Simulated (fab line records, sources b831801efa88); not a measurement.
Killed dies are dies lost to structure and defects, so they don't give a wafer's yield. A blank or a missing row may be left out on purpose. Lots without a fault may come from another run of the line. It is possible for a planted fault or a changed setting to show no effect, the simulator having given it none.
One fault seen from 2 desks :: flow gf180mcu :: each desk has only its own numbers; what lay behind them comes last

AT THE TOOL OWNER'S DESK: pvdSputter-01
The tool's own readings at GF_M3_SPUTTER_03 (material Ti, target thk 10 nm, time 6.7 s): means of the sampled wafers that have a number, for each lot that ran on this tool. Any lot whose mean is over 4 standard deviations away from the usual mean is out of limits and marked OUT; that distance is given in the brackets.
Columns: A = throttleValvePct at GF_M3_SPUTTER_03, usual 29.7 %
lot: L542
first seen here: day 21 06:17
A: 30.1

lot: L552
first seen here: day 24 16:42
A: 30.3

lot: L558
first seen here: day 26 17:59
A: 30.1
Finding of this desk: none of the 3 lots has anything out of limits.

AT THE METROLOGY DESK
Lot by lot, what the gauges showed, no matter which tool ran the lot: averages of those sampled wafers that carry a number. Any lot whose mean is over 4 standard deviations away from the usual mean is out of limits and marked OUT; that distance is given in the brackets.
Columns: A = V5_CVD_00_THK at GF_V5_THK_MEAS_01, usual 300.4 nm; B = V5_BOW at GF_V5_BOW_MEAS_05, usual 134 um
lot: L540
first seen here: day 26 08:15
A: 302.5
B: 154

lot: L541
first seen here: day 26 20:48
A: 299.3
B: 127

lot: L542
first seen here: day 27 01:19
A: 300.8
B: 135

lot: L544
first seen here: day 27 19:40
A: 297.9
B: 132

lot: L545
first seen here: day 28 01:35
A: 301.6
B: 138

lot: L546
first seen here: day 28 13:07
A: 303.0
B: 136

lot: L547
first seen here: day 28 17:21
A: 300.2
B: 129

lot: L548
first seen here: day 28 21:58
A: 301.7
B: 135

lot: L549
first seen here: day 29 05:49
A: 300.5
B: 143

lot: L552
first seen here: day 30 00:26
A: 303.0
B: 125

lot: L553
first seen here: day 30 14:07
A: 301.0
B: 125

lot: L558
first seen here: day 31 19:48
A: 300.0
B: 137

lot: L563
first seen here: day 33 03:52
A: 296.5
B: 137
Finding of this desk: none of the 13 lots has anything out of limits.

BROUGHT TOGETHER
Nothing out of limits was seen by the tool owner's desk.
Metrology desk: nothing out of limits seen.

WHAT THE SIMULATOR PUT IN
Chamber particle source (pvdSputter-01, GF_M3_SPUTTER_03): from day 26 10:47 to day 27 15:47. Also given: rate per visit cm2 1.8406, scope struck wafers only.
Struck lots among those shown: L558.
